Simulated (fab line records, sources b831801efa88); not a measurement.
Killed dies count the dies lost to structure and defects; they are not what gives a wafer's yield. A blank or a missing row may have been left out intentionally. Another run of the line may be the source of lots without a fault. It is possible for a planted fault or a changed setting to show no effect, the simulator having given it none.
Which tool is to blame? | flow gf180mcu | 13 lots with 39 wafers sampled at 3 steps, on a route of 602 steps

== WHAT THE GAUGES READ, wafer by wafer ==
GF_VT_IMPLANT_OVL_MEAS_18.
lot  | measured     | on         | VT_IMPLANT_01_OVL (nm)
L201 | day 6 19:30  | overlay-01 | -2.2 -3.8 -4.3
L202 | day 7 01:09  | overlay-01 | 0.0 -0.1 -0.2
L206 | day 8 02:13  | overlay-01 | -0.1 -1.8 -0.7
L207 | day 8 07:23  | overlay-01 | -1.2 -0.8 -1.4
L208 | day 8 17:53  | overlay-01 | -0.7 0.4 1.9
L209 | day 8 22:57  | overlay-02 | 0.7 0.8 1.9
L210 | day 9 05:24  | overlay-02 | -0.9 -2.0 -1.2
L211 | day 9 11:28  | overlay-01 | -3.3 -1.5 -2.5
L212 | day 9 15:19  | overlay-02 | -0.2 0.6 -0.3
L217 | day 10 23:00 | overlay-01 | -1.7 0.6 0.2
L218 | day 11 06:59 | overlay-01 | 2.4 0.3 3.2
L220 | day 11 21:39 | overlay-02 | -1.4 -1.9 -1.6
L221 | day 12 01:33 | overlay-02 | 0.0 -0.2 1.6

GF_HV_LDD_OVL_MEAS_20.
lot  | measured     | on         | HV_LDD_01_OVL (nm)
L201 | day 11 10:08 | overlay-01 | 0.6 0.9 -1.3
L202 | day 11 15:30 | overlay-01 | -1.9 -1.2 -2.0
L206 | day 13 02:25 | overlay-02 | 1.0 1.4 1.6
L207 | day 13 03:39 | overlay-01 | -1.8 -1.3 -2.3
L208 | day 13 19:31 | overlay-02 | -2.4 -1.7 -1.6
L209 | day 14 00:31 | overlay-02 | -1.2 -0.7 -1.6
L210 | day 14 05:15 | overlay-01 | 0.3 0.0 1.5
L211 | day 14 12:33 | overlay-02 | -3.0 -0.9 -0.5
L212 | day 14 18:25 | overlay-01 | 0.4 1.2 -0.7
L217 | day 16 12:00 | overlay-01 | -3.1 -3.0 -2.5
L218 | day 16 20:02 | overlay-01 | 0.1 0.1 0.2
L220 | day 17 16:41 | overlay-02 | 2.5 1.4 3.0
L221 | day 17 19:30 | overlay-01 | -1.1 -2.8 -0.1

== WHAT TOOL EACH LOT RAN ON (gives the tool, then ch and the chambers of the sampled wafers, and finally the start) ==
lot  | GF_VT_IMPLANT_STRIP_09
L201 | plasma_asher-04 ch 0,1, day 6 03:40
L202 | plasma_asher-01 ch 0,1, day 6 10:25
L206 | plasma_asher-02 ch 0,1, day 7 10:09
L207 | plasma_asher-02 ch 0,1, day 7 15:16
L208 | plasma_asher-04 ch 0,1, day 8 01:08
L209 | plasma_asher-02 ch 0,1, day 8 06:46
L210 | plasma_asher-04 ch 0,1, day 8 12:38
L211 | plasma_asher-04 ch 0,1, day 8 18:40
L212 | plasma_asher-04 ch 0,1, day 8 22:13
L217 | plasma_asher-02 ch 0,1, day 10 05:14
L218 | plasma_asher-01 ch 0,1, day 10 12:53
L220 | plasma_asher-04 ch 1, day 11 02:28
L221 | plasma_asher-01 ch 1, day 11 06:52
- GF_VT_IMPLANT_STRIP_09: strips in O2/N2.

== AS READ BY THE TOOLS THEMSELVES (means over the sampled wafers that have a number; for cases with no such wafer, the mark the record gives instead) ==
GF_VT_IMPLANT_STRIP_09.
lot  | tool            | drypump_motor_current_A (A) | heater_power_w (W) | n2_flow_sccm (sccm) | oes_product_au (a.u.) | strip_time_to_endpoint_s (s)
L201 | plasma_asher-04 | 5.3                         | 339                | 300.3               | 0.715                 | 12.56
L202 | plasma_asher-01 | 6.4                         | 342                | 300.0               | 0.714                 | 12.58
L206 | plasma_asher-02 | 6.0                         | 336                | 300.0               | 0.717                 | 12.63
L207 | plasma_asher-02 | 6.2                         | 355                | 300.5               | 0.714                 | 12.61
L208 | plasma_asher-04 | 5.2                         | 342                | 299.8               | 0.718                 | 12.63
L209 | plasma_asher-02 | 6.2                         | 355                | 299.9               | 0.712                 | 12.61
L210 | plasma_asher-04 | 5.2                         | 335                | 300.4               | 0.713                 | 12.62
L211 | plasma_asher-04 | 5.2                         | 343                | 299.6               | 0.715                 | 12.60
L212 | plasma_asher-04 | 5.3                         | 336                | 299.5               | 0.715                 | 12.65
L217 | plasma_asher-02 | 6.2                         | 352                | 300.8               | 0.712                 | 12.68
L218 | plasma_asher-01 | 6.0                         | 360                | 299.8               | 0.719                 | 12.59
L220 | plasma_asher-04 | 5.1                         | 342                | 301.1               | 0.716                 | 12.65
L221 | plasma_asher-01 | 5.6                         | 380                | 298.9               | 0.719                 | 12.66

== THE ANSWER, worked out from the rows above alone ==
Rule: usual is defined by the lots themselves. Put in order of their means at a reading, lots are off if they are a third of the lots or fewer, leave a main group of 4 or more, and stand apart from it by a gap of 3 or more times the standard deviation of the main group's means; of several such gaps the widest counts. A main group whose means are all the same, to the digits that the tables above print for the reading, isn't used. A lot without any number at a reading at which 4 lots or more have one is off too. Where the step has rows for the other lots, those lots are counted as sound. The gauges are gone through in route order, then the tools' own readings, and for those a lot's mean is taken as printed above. At the first step where some lot is off, the reading lying furthest off is the one used; lots without a number count as furthest.
Nothing can be told from this: no lot is off at any reading shown.

== WHAT HAD BEEN PUT IN BY THE SIMULATOR ==
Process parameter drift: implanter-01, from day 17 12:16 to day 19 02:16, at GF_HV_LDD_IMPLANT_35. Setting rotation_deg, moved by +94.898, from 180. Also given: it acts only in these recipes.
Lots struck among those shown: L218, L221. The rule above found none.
